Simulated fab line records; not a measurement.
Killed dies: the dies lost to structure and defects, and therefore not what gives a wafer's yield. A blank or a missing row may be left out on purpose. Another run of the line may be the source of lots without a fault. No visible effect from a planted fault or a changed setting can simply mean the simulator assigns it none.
fab line records || flow sky130 || part 2 of 2: steps 26 to 38 of 38
[record] {"lots": 5, "wafers": 15, "last_day": 50}
route steps=708 shown CONTACT@429 METAL1@434 VIA1@458
lots untouched by any fault: they come from a run of this same line in which no faults occurred
start_h: hours from the record's opening day to when the first of the lot's shown wafers began || wait_h: time in hours since the lot's previous step || " repeats the value in the row above || L1.1+2: one row covering several wafers at once || - no value, or no start was given || * or withheld: withheld || < > ~ a bound
route shown NAME@n: NAME is a module with steps in the file, n the number in the route of the first one || usual: mean/standard deviation taken from wafers without a fault || same: alike in all rows || chamber/n: place in a boat || sites: readings site by site || _std_site: the standard deviation of these || _edge_site: mean of outer sites minus mean of inner sites || radius_mm: for every site, how far away it sits from the centre of the wafer || mask NAME#n: copy n || behind: the last tool/chamber to shape the wafer || hold: why the lot was held/for how many hours/how that ended || device: transistor that didn't switch, given as n, p or np || end of line: the tests these same wafers got at the end of their route || for a step that has no rows: nothing shown but its recipe || killed: dies lost to structure and defects at the first sort, not the wafer's yield || map: dies across one wafer; x = killed, . = not, _ = none there
set.NAME: the run value of the setting; set.NAME@STEP: its run value at that earlier step || model.NAME: the simulator's own value behind a step, which no gauge read
lots at some steps of the route; a table a step, a row a wafer
services: a tool's chamber out of use, with start hour (start_h, from the record's first day; less than 0 if before it), hours out, and reason
[[steps]]
[step SKY_METAL1_STRIP_20]
[recipe] {"chemistry": "O2/N2", "power_w": 1400, "pressure_mtorr": 1500, "platen_temp_c": "withheld", "o2_flow_sccm": 3000, "n2_flow_sccm": 300, "overash_fraction": 0.4739}
[usual] {"drypump_motor_current_A": "5.6/0.32", "oes_product_au": "0.344/0.0051", "strip_time_to_endpoint_s": "2.71/0.042"}
{"lot.wafer": "L076.1", "tool": "plasma_asher-03", "chamber": 0, "start_h": 772.24, "wait_h": 0.1, "drypump_motor_current_A": 5.9, "oes_product_au": 0.351, "rf_hours_counter_h": 61, "strip_time_to_endpoint_s": 2.63}
{"lot.wafer": "L076.3", "tool": "plasma_asher-03", "chamber": 0, "start_h": 772.24, "wait_h": 0.1, "drypump_motor_current_A": 5.9, "oes_product_au": 0.351, "rf_hours_counter_h": "-", "strip_time_to_endpoint_s": 2.67}
{"lot.wafer": "L076.6", "tool": "plasma_asher-03", "chamber": 0, "start_h": 772.24, "wait_h": 0.1, "drypump_motor_current_A": 5.9, "oes_product_au": 0.348, "rf_hours_counter_h": "-", "strip_time_to_endpoint_s": 2.67}
{"lot.wafer": "L084.1", "tool": "plasma_asher-04", "chamber": 0, "start_h": 842.23, "wait_h": 0.1, "drypump_motor_current_A": 5.6, "oes_product_au": 0.343, "rf_hours_counter_h": 10, "strip_time_to_endpoint_s": 2.66}
{"lot.wafer": "L084.2", "tool": "plasma_asher-04", "chamber": 1, "start_h": 842.23, "wait_h": 0.1, "drypump_motor_current_A": 6.1, "oes_product_au": 0.341, "rf_hours_counter_h": 10, "strip_time_to_endpoint_s": 2.65}
{"lot.wafer": "L084.3", "tool": "plasma_asher-04", "chamber": 1, "start_h": 842.23, "wait_h": 0.1, "drypump_motor_current_A": 6.1, "oes_product_au": 0.346, "rf_hours_counter_h": "-", "strip_time_to_endpoint_s": 2.65}
{"lot.wafer": "L088.2", "tool": "plasma_asher-02", "chamber": 1, "start_h": 872.97, "wait_h": 0.1, "drypump_motor_current_A": 5.4, "oes_product_au": 0.345, "rf_hours_counter_h": 41, "strip_time_to_endpoint_s": 2.74}
{"lot.wafer": "L088.3", "tool": "plasma_asher-02", "chamber": 0, "start_h": 872.97, "wait_h": 0.1, "drypump_motor_current_A": 5.3, "oes_product_au": 0.334, "rf_hours_counter_h": "-", "strip_time_to_endpoint_s": 2.61}
{"lot.wafer": "L088.4", "tool": "plasma_asher-02", "chamber": 1, "start_h": 872.97, "wait_h": 0.1, "drypump_motor_current_A": 5.4, "oes_product_au": 0.347, "rf_hours_counter_h": "-", "strip_time_to_endpoint_s": 2.74}
{"lot.wafer": "L094.1", "tool": "plasma_asher-04", "chamber": 0, "start_h": 916.64, "wait_h": 0.1, "drypump_motor_current_A": 5.7, "oes_product_au": 0.342, "rf_hours_counter_h": 17, "strip_time_to_endpoint_s": 2.76}
{"lot.wafer": "L094.4", "tool": "plasma_asher-04", "chamber": 0, "start_h": 916.64, "wait_h": 0.1, "drypump_motor_current_A": 5.7, "oes_product_au": 0.344, "rf_hours_counter_h": "-", "strip_time_to_endpoint_s": 2.73}
{"lot.wafer": "L094.6", "tool": "plasma_asher-04", "chamber": 0, "start_h": 916.64, "wait_h": 0.1, "drypump_motor_current_A": 5.7, "oes_product_au": 0.342, "rf_hours_counter_h": "-", "strip_time_to_endpoint_s": 2.75}
{"lot.wafer": "L097.1", "tool": "plasma_asher-04", "chamber": 1, "start_h": 934.04, "wait_h": 0.1, "drypump_motor_current_A": 6.2, "oes_product_au": 0.346, "rf_hours_counter_h": 20, "strip_time_to_endpoint_s": 2.75}
{"lot.wafer": "L097.4", "tool": "plasma_asher-04", "chamber": 1, "start_h": 934.04, "wait_h": 0.1, "drypump_motor_current_A": 6.1, "oes_product_au": 0.348, "rf_hours_counter_h": "-", "strip_time_to_endpoint_s": 2.75}
{"lot.wafer": "L097.5", "tool": "plasma_asher-04", "chamber": 0, "start_h": 934.04, "wait_h": 0.1, "drypump_motor_current_A": 5.7, "oes_product_au": 0.347, "rf_hours_counter_h": "-", "strip_time_to_endpoint_s": 2.76}
[step SKY_METAL1_STRIP_21]
[recipe] {"chemistry": "post_etch_residue_remover", "time_s": 1200, "temp_c": 72.5}
{"lot.wafer": "L076.1+3+6", "tool": "wet_bench-02", "chamber": 2, "start_h": 772.34, "wait_h": 0.1}
{"lot.wafer": "L084.1+2+3", "tool": "wet_bench-02", "chamber": 1, "start_h": 842.33, "wait_h": 0.1}
{"lot.wafer": "L088.2+3+4", "tool": "wet_bench-03", "chamber": 1, "start_h": 873.07, "wait_h": 0.1}
{"lot.wafer": "L094.1+4+6", "tool": "wet_bench-02", "chamber": 2, "start_h": 916.74, "wait_h": 0.1}
{"lot.wafer": "L097.1+4+5", "tool": "wet_bench-04", "chamber": 0, "start_h": 934.14, "wait_h": 0.1}
[step SKY_METAL1_CLEAN_22]
[recipe] {"chemistry": "IPA", "time_s": 180, "temp_c": 25}
{"lot.wafer": "L076.1+3+6", "tool": "wet_bench-02", "chamber": 2, "start_h": 772.68, "wait_h": 0.0}
{"lot.wafer": "L084.1+2+3", "tool": "wet_bench-04", "chamber": 1, "start_h": 842.67, "wait_h": 0.0}
{"lot.wafer": "L088.2+3+4", "tool": "wet_bench-04", "chamber": 1, "start_h": 873.41, "wait_h": 0.0}
{"lot.wafer": "L094.1+4+6", "tool": "wet_bench-03", "chamber": 1, "start_h": 917.08, "wait_h": 0.0}
{"lot.wafer": "L097.1+4+5", "tool": "wet_bench-02", "chamber": 1, "start_h": 934.48, "wait_h": 0.0}
[step SKY_METAL1_CLEAN_23]
[recipe] {"chemistry": "O3/DIW", "dry": "n2_spin"}
{"lot.wafer": "L076.1+3+6", "tool": "wet_bench-03", "chamber": 3, "start_h": 772.74, "wait_h": 0.0}
{"lot.wafer": "L084.1+2+3", "tool": "wet_bench-03", "chamber": 3, "start_h": 842.73, "wait_h": 0.0}
{"lot.wafer": "L088.2+3+4", "tool": "wet_bench-03", "chamber": 2, "start_h": 873.47, "wait_h": 0.0}
{"lot.wafer": "L094.1+4+6", "tool": "wet_bench-02", "chamber": 1, "start_h": 917.14, "wait_h": 0.0}
{"lot.wafer": "L097.1+4+5", "tool": "wet_bench-04", "chamber": 3, "start_h": 934.54, "wait_h": 0.0}
[step SKY_VIA1_HDPCVD_00]
[recipe] {"material": "SiO2", "target_thk_nm": 1030, "sigma_open_frac": 0.3, "time_s": 171.7, "temp_c": 400, "sih4_flow_sccm": 60, "pressure_mtorr": 6}
{"lot.wafer": "L076.1+3+6", "tool": "hdpcvd-01", "chamber": "1,0,1", "start_h": 772.84, "wait_h": 0.0}
{"lot.wafer": "L084.1+2+3", "tool": "hdpcvd-02", "chamber": "0,1,2", "start_h": 842.82, "wait_h": 0.0}
{"lot.wafer": "L088.2+3+4", "tool": "hdpcvd-02", "chamber": "1,0,0", "start_h": 873.56, "wait_h": 0.0}
{"lot.wafer": "L094.1+4+6", "tool": "hdpcvd-01", "chamber": "0,2,2", "start_h": 917.23, "wait_h": 0.0}
{"lot.wafer": "L097.1+4+5", "tool": "hdpcvd-01", "chamber": "0,2,1", "start_h": 934.63, "wait_h": 0.0}
[step SKY_VIA1_THK_MEAS_01]
[recipe] {"reads": "SiO2_of_VIA1_HDPCVD_00"}
[usual] {"VIA1_HDPCVD_THK": "1026/10"}
{"lot.wafer": "L076.1", "tool": "film_metro-04", "chamber": "-", "start_h": 772.96, "wait_h": 0.1, "VIA1_HDPCVD_THK[nm]": 1011}
{"lot.wafer": "L076.3", "tool": "film_metro-04", "chamber": "-", "start_h": 772.96, "wait_h": 0.1, "VIA1_HDPCVD_THK[nm]": 1029}
{"lot.wafer": "L076.6", "tool": "film_metro-04", "chamber": "-", "start_h": 772.96, "wait_h": 0.1, "VIA1_HDPCVD_THK[nm]": 1018}
{"lot.wafer": "L084.1", "tool": "film_metro-04", "chamber": "-", "start_h": 842.93, "wait_h": 0.1, "VIA1_HDPCVD_THK[nm]": 1020}
{"lot.wafer": "L084.2", "tool": "film_metro-04", "chamber": "-", "start_h": 842.93, "wait_h": 0.1, "VIA1_HDPCVD_THK[nm]": 1021}
{"lot.wafer": "L084.3", "tool": "film_metro-04", "chamber": "-", "start_h": 842.93, "wait_h": 0.1, "VIA1_HDPCVD_THK[nm]": 1015}
{"lot.wafer": "L088.2", "tool": "film_metro-03", "chamber": "-", "start_h": 873.69, "wait_h": 0.1, "VIA1_HDPCVD_THK[nm]": 1045}
{"lot.wafer": "L088.3", "tool": "film_metro-03", "chamber": "-", "start_h": 873.69, "wait_h": 0.1, "VIA1_HDPCVD_THK[nm]": 1035}
{"lot.wafer": "L088.4", "tool": "film_metro-03", "chamber": "-", "start_h": 873.69, "wait_h": 0.1, "VIA1_HDPCVD_THK[nm]": 1029}
{"lot.wafer": "L094.1", "tool": "film_metro-04", "chamber": "-", "start_h": 917.40, "wait_h": 0.1, "VIA1_HDPCVD_THK[nm]": 1023}
{"lot.wafer": "L094.4", "tool": "film_metro-04", "chamber": "-", "start_h": 917.40, "wait_h": 0.1, "VIA1_HDPCVD_THK[nm]": 1041}
{"lot.wafer": "L094.6", "tool": "film_metro-04", "chamber": "-", "start_h": 917.40, "wait_h": 0.1, "VIA1_HDPCVD_THK[nm]": 1028}
{"lot.wafer": "L097.1", "tool": "film_metro-03", "chamber": "-", "start_h": 934.75, "wait_h": 0.1, "VIA1_HDPCVD_THK[nm]": 1030}
{"lot.wafer": "L097.4", "tool": "film_metro-03", "chamber": "-", "start_h": 934.75, "wait_h": 0.1, "VIA1_HDPCVD_THK[nm]": 1034}
{"lot.wafer": "L097.5", "tool": "film_metro-03", "chamber": "-", "start_h": 934.75, "wait_h": 0.1, "VIA1_HDPCVD_THK[nm]": 1014}
[step SKY_VIA1_CMP_02]
[recipe] {"material": "SiO2", "down_force_psi": 4, "platen_rpm": 60, "pad_velocity_m_s": 0.94248}
[usual] {"motor_current_A": "11.7/1.4"}
{"lot.wafer": "L076.3", "tool": "cmp-01", "chamber": 3, "start_h": 773.12, "wait_h": 0.1, "motor_current_A": 11.3}
{"lot.wafer": "L076.1", "tool": "cmp-01", "chamber": 0, "start_h": 773.12, "wait_h": 0.1, "motor_current_A": 9.7}
{"lot.wafer": "L076.6", "tool": "cmp-01", "chamber": 2, "start_h": 773.12, "wait_h": 0.1, "motor_current_A": 12.0}
{"lot.wafer": "L084.3", "tool": "cmp-01", "chamber": 3, "start_h": 842.99, "wait_h": 0.0, "motor_current_A": 11.4}
{"lot.wafer": "L084.2", "tool": "cmp-01", "chamber": 0, "start_h": 842.99, "wait_h": 0.0, "motor_current_A": 9.7}
{"lot.wafer": "L084.1", "tool": "cmp-01", "chamber": 2, "start_h": 842.99, "wait_h": 0.0, "motor_current_A": 11.5}
{"lot.wafer": "L088.3", "tool": "cmp-02", "chamber": 3, "start_h": 873.79, "wait_h": 0.1, "motor_current_A": 12.0}
{"lot.wafer": "L088.4", "tool": "cmp-02", "chamber": 0, "start_h": 873.79, "wait_h": 0.1, "motor_current_A": 12.2}
{"lot.wafer": "L088.2", "tool": "cmp-02", "chamber": 1, "start_h": 873.79, "wait_h": 0.1, "motor_current_A": 9.4}
{"lot.wafer": "L094.4", "tool": "cmp-02", "chamber": 2, "start_h": 917.56, "wait_h": 0.1, "motor_current_A": 12.0}
{"lot.wafer": "L094.1", "tool": "cmp-02", "chamber": 3, "start_h": 917.56, "wait_h": 0.1, "motor_current_A": 12.8}
{"lot.wafer": "L094.6", "tool": "cmp-02", "chamber": 0, "start_h": 917.56, "wait_h": 0.1, "motor_current_A": 12.7}
{"lot.wafer": "L097.4", "tool": "cmp-01", "chamber": 3, "start_h": 934.91, "wait_h": 0.1, "motor_current_A": 11.6}
{"lot.wafer": "L097.1", "tool": "cmp-01", "chamber": 0, "start_h": 934.91, "wait_h": 0.1, "motor_current_A": 10.1}
{"lot.wafer": "L097.5", "tool": "cmp-01", "chamber": 1, "start_h": 934.91, "wait_h": 0.1, "motor_current_A": 14.7}
[step SKY_VIA1_BOW_MEAS_03]
[recipe] {"mode": "bow"}
[usual] {"VIA1_BOW": "80/7.1"}
{"lot.wafer": "L076.1", "tool": "film_metro-03", "chamber": "-", "start_h": 773.32, "wait_h": 0.1, "VIA1_BOW[um]": 84}
{"lot.wafer": "L076.3", "tool": "film_metro-03", "chamber": "-", "start_h": 773.32, "wait_h": 0.1, "VIA1_BOW[um]": 85}
{"lot.wafer": "L076.6", "tool": "film_metro-03", "chamber": "-", "start_h": 773.32, "wait_h": 0.1, "VIA1_BOW[um]": 87}
{"lot.wafer": "L084.1", "tool": "film_metro-01", "chamber": "-", "start_h": 843.29, "wait_h": 0.1, "VIA1_BOW[um]": 73}
{"lot.wafer": "L084.2", "tool": "film_metro-01", "chamber": "-", "start_h": 843.29, "wait_h": 0.1, "VIA1_BOW[um]": 87}
{"lot.wafer": "L084.3", "tool": "film_metro-01", "chamber": "-", "start_h": 843.29, "wait_h": 0.1, "VIA1_BOW[um]": 75}
{"lot.wafer": "L088.2", "tool": "film_metro-04", "chamber": "-", "start_h": 874.06, "wait_h": 0.1, "VIA1_BOW[um]": 76}
{"lot.wafer": "L088.3", "tool": "film_metro-04", "chamber": "-", "start_h": 874.06, "wait_h": 0.1, "VIA1_BOW[um]": 72}
{"lot.wafer": "L088.4", "tool": "film_metro-04", "chamber": "-", "start_h": 874.06, "wait_h": 0.1, "VIA1_BOW[um]": 81}
{"lot.wafer": "L094.1", "tool": "film_metro-03", "chamber": "-", "start_h": 917.76, "wait_h": 0.1, "VIA1_BOW[um]": 76}
{"lot.wafer": "L094.4", "tool": "film_metro-03", "chamber": "-", "start_h": 917.76, "wait_h": 0.1, "VIA1_BOW[um]": 79}
{"lot.wafer": "L094.6", "tool": "film_metro-03", "chamber": "-", "start_h": 917.76, "wait_h": 0.1, "VIA1_BOW[um]": 86}
{"lot.wafer": "L097.1", "tool": "film_metro-01", "chamber": "-", "start_h": 935.11, "wait_h": 0.1, "VIA1_BOW[um]": 73}
{"lot.wafer": "L097.4", "tool": "film_metro-01", "chamber": "-", "start_h": 935.11, "wait_h": 0.1, "VIA1_BOW[um]": 86}
{"lot.wafer": "L097.5", "tool": "film_metro-01", "chamber": "-", "start_h": 935.11, "wait_h": 0.1, "VIA1_BOW[um]": 76}
[step SKY_VIA1_DEHYDRATE_04]
[recipe] {"temp_c": 200, "time_s": 60}
[usual] {"heater_power_total_W": "160.37/0.12"}
{"lot.wafer": "L076.1", "tool": "litho_track-02", "chamber": 0, "start_h": 786.43, "wait_h": 13.1, "heater_power_total_W": 160.44}
{"lot.wafer": "L076.3", "tool": "litho_track-02", "chamber": 0, "start_h": 786.43, "wait_h": 13.1, "heater_power_total_W": 160.28}
{"lot.wafer": "L076.6", "tool": "litho_track-02", "chamber": 0, "start_h": 786.43, "wait_h": 13.1, "heater_power_total_W": 160.58}
{"lot.wafer": "L084.1", "tool": "litho_track-02", "chamber": 0, "start_h": 855.18, "wait_h": 11.9, "heater_power_total_W": 160.21}
{"lot.wafer": "L084.2", "tool": "litho_track-02", "chamber": 0, "start_h": 855.18, "wait_h": 11.9, "heater_power_total_W": 160.18}
{"lot.wafer": "L084.3", "tool": "litho_track-02", "chamber": 0, "start_h": 855.18, "wait_h": 11.9, "heater_power_total_W": 160.29}
{"lot.wafer": "L088.2", "tool": "litho_track-01", "chamber": 0, "start_h": 885.80, "wait_h": 11.7, "heater_power_total_W": 160.23}
{"lot.wafer": "L088.3", "tool": "litho_track-01", "chamber": 0, "start_h": 885.80, "wait_h": 11.7, "heater_power_total_W": 160.21}
{"lot.wafer": "L088.4", "tool": "litho_track-01", "chamber": 0, "start_h": 885.80, "wait_h": 11.7, "heater_power_total_W": 160.18}
{"lot.wafer": "L094.1", "tool": "litho_track-02", "chamber": 0, "start_h": 929.48, "wait_h": 11.7, "heater_power_total_W": 160.35}
{"lot.wafer": "L094.4", "tool": "litho_track-02", "chamber": 0, "start_h": 929.48, "wait_h": 11.7, "heater_power_total_W": 160.39}
{"lot.wafer": "L094.6", "tool": "litho_track-02", "chamber": 0, "start_h": 929.48, "wait_h": 11.7, "heater_power_total_W": 160.31}
{"lot.wafer": "L097.1", "tool": "litho_track-04", "chamber": 0, "start_h": 946.80, "wait_h": 11.7, "heater_power_total_W": 160.42}
{"lot.wafer": "L097.4", "tool": "litho_track-04", "chamber": 0, "start_h": 946.80, "wait_h": 11.7, "heater_power_total_W": 160.20}
{"lot.wafer": "L097.5", "tool": "litho_track-04", "chamber": 0, "start_h": 946.80, "wait_h": 11.7, "heater_power_total_W": 160.43}
[step SKY_VIA1_HMDS_05]
[recipe] {"prime_time_s": 60, "prime_temp_c": 120}
{"lot.wafer": "L076.1+3+6", "tool": "litho_track-02", "chamber": 0, "start_h": 786.58, "wait_h": 0.1}
{"lot.wafer": "L084.1+2+3", "tool": "litho_track-02", "chamber": 0, "start_h": 855.33, "wait_h": 0.1}
{"lot.wafer": "L088.2+3+4", "tool": "litho_track-01", "chamber": 0, "start_h": 885.95, "wait_h": 0.1}
{"lot.wafer": "L094.1+4+6", "tool": "litho_track-02", "chamber": 0, "start_h": 929.63, "wait_h": 0.1}
{"lot.wafer": "L097.1+4+5", "tool": "litho_track-04", "chamber": 0, "start_h": 946.95, "wait_h": 0.1}
[step SKY_VIA1_COAT_06]
[recipe] {"resist": "BARC", "temp_c": "withheld", "time_s": "withheld", "spin_rpm": 3000, "resist_thk_nm": 60}
{"lot.wafer": "L076.1+3+6", "tool": "litho_track-02", "chamber": 0, "start_h": 786.73, "wait_h": 0.1}
{"lot.wafer": "L084.1+2+3", "tool": "litho_track-02", "chamber": 0, "start_h": 855.48, "wait_h": 0.1}
{"lot.wafer": "L088.2+3+4", "tool": "litho_track-01", "chamber": 0, "start_h": 886.10, "wait_h": 0.1}
{"lot.wafer": "L094.1+4+6", "tool": "litho_track-02", "chamber": 0, "start_h": 929.78, "wait_h": 0.1}
{"lot.wafer": "L097.1+4+5", "tool": "litho_track-04", "chamber": 0, "start_h": 947.10, "wait_h": 0.1}
[step SKY_VIA1_COAT_07]
[recipe] {"resist": "KrF-thick", "spin_rpm": 3000, "resist_thk_nm": 450}
{"lot.wafer": "L076.1+3+6", "tool": "litho_track-02", "chamber": 0, "start_h": "-", "wait_h": "-"}
{"lot.wafer": "L084.1+2+3", "tool": "litho_track-02", "chamber": 0, "start_h": "-", "wait_h": "-"}
{"lot.wafer": "L088.2+3+4", "tool": "litho_track-01", "chamber": 0, "start_h": "-", "wait_h": "-"}
{"lot.wafer": "L094.1+4+6", "tool": "litho_track-02", "chamber": 0, "start_h": "-", "wait_h": "-"}
{"lot.wafer": "L097.1+4+5", "tool": "litho_track-04", "chamber": 0, "start_h": "-", "wait_h": "-"}
[step SKY_VIA1_SOFTBAKE_08]
[recipe] {"temp_c": 100, "time_s": 90, "resist": "KrF-thick"}
[usual] {"heater_power_total_W": "57.37/0.12"}
{"lot.wafer": "L076.1", "tool": "litho_track-02", "chamber": 0, "start_h": "-", "wait_h": "-", "heater_power_total_W": 57.52}
{"lot.wafer": "L076.3", "tool": "litho_track-02", "chamber": 0, "start_h": "-", "wait_h": "-", "heater_power_total_W": 57.42}
{"lot.wafer": "L076.6", "tool": "litho_track-02", "chamber": 0, "start_h": "-", "wait_h": "-", "heater_power_total_W": 57.33}
{"lot.wafer": "L084.1", "tool": "litho_track-02", "chamber": 0, "start_h": "-", "wait_h": "-", "heater_power_total_W": 57.27}
{"lot.wafer": "L084.2", "tool": "litho_track-02", "chamber": 0, "start_h": "-", "wait_h": "-", "heater_power_total_W": 57.30}
{"lot.wafer": "L084.3", "tool": "litho_track-02", "chamber": 0, "start_h": "-", "wait_h": "-", "heater_power_total_W": 57.26}
{"lot.wafer": "L088.2", "tool": "litho_track-01", "chamber": 0, "start_h": "-", "wait_h": "-", "heater_power_total_W": 57.28}
{"lot.wafer": "L088.3", "tool": "litho_track-01", "chamber": 0, "start_h": "-", "wait_h": "-", "heater_power_total_W": 57.35}
{"lot.wafer": "L088.4", "tool": "litho_track-01", "chamber": 0, "start_h": "-", "wait_h": "-", "heater_power_total_W": 57.40}
{"lot.wafer": "L094.1", "tool": "litho_track-02", "chamber": 0, "start_h": "-", "wait_h": "-", "heater_power_total_W": 57.28}
{"lot.wafer": "L094.4", "tool": "litho_track-02", "chamber": 0, "start_h": "-", "wait_h": "-", "heater_power_total_W": 57.54}
{"lot.wafer": "L094.6", "tool": "litho_track-02", "chamber": 0, "start_h": "-", "wait_h": "-", "heater_power_total_W": 57.50}
{"lot.wafer": "L097.1", "tool": "litho_track-04", "chamber": 0, "start_h": "-", "wait_h": "-", "heater_power_total_W": 57.54}
{"lot.wafer": "L097.4", "tool": "litho_track-04", "chamber": 0, "start_h": "-", "wait_h": "-", "heater_power_total_W": 57.12}
{"lot.wafer": "L097.5", "tool": "litho_track-04", "chamber": 0, "start_h": "-", "wait_h": "-", "heater_power_total_W": 57.39}
[[services]]
{"tool": "pvd_sputter-02", "chamber": "-", "start_h": 725.95, "hours": 1.3, "kind": "repair"}
{"tool": "cvd_w-02", "chamber": "-", "start_h": 744.61, "hours": 0.8, "kind": "repair"}
{"tool": "pvd_sputter-04", "chamber": "-", "start_h": 745.36, "hours": 0.6, "kind": "repair"}
{"tool": "pvd_sputter-04", "chamber": "-", "start_h": 750.07, "hours": 2.2, "kind": "repair"}
{"tool": "wet_bench-03", "chamber": "-", "start_h": 759.41, "hours": 8.4, "kind": "repair"}
{"tool": "krf_scanner-02", "chamber": "-", "start_h": 771.17, "hours": 1.8, "kind": "repair"}
{"tool": "krf_scanner-02", "chamber": "-", "start_h": 773.63, "hours": 0.5, "kind": "repair"}
{"tool": "cvd_w-02", "chamber": 1, "start_h": 780.99, "hours": 5.8, "kind": "repair"}
{"tool": "cvd_w-02", "chamber": 0, "start_h": 791.13, "hours": 10.5, "kind": "repair"}
{"tool": "wet_bench-02", "chamber": "-", "start_h": 794.80, "hours": 1.9, "kind": "pm"}
{"tool": "pvd_sputter-03", "chamber": "-", "start_h": 802.00, "hours": 1.0, "kind": "repair"}
{"tool": "cmp-01", "chamber": "-", "start_h": 802.23, "hours": 0.9, "kind": "repair"}
{"tool": "pvd_sputter-04", "chamber": "-", "start_h": 817.12, "hours": 1.9, "kind": "repair"}
{"tool": "rie_metal-02", "chamber": "-", "start_h": 818.02, "hours": 0.3, "kind": "repair"}
{"tool": "krf_scanner-02", "chamber": "-", "start_h": 825.29, "hours": 1.0, "kind": "pm"}
{"tool": "krf_scanner-02", "chamber": "-", "start_h": 837.44, "hours": 0.2, "kind": "repair"}
{"tool": "krf_scanner-02", "chamber": "-", "start_h": 847.35, "hours": 1.3, "kind": "pm"}
{"tool": "krf_scanner-02", "chamber": "-", "start_h": 853.16, "hours": 0.8, "kind": "pm"}
{"tool": "krf_scanner-02", "chamber": "-", "start_h": 866.54, "hours": 9.2, "kind": "repair"}
{"tool": "pvd_sputter-03", "chamber": "-", "start_h": 891.88, "hours": 2.8, "kind": "repair"}
{"tool": "cmp-01", "chamber": "-", "start_h": 912.11, "hours": 4.0, "kind": "pm"}
{"tool": "krf_scanner-02", "chamber": "-", "start_h": 927.62, "hours": 4.4, "kind": "pm"}
{"tool": "wet_bench-04", "chamber": "-", "start_h": 941.87, "hours": 5.7, "kind": "repair"}
{"tool": "rie_metal-03", "chamber": "-", "start_h": 945.81, "hours": 0.8, "kind": "repair"}
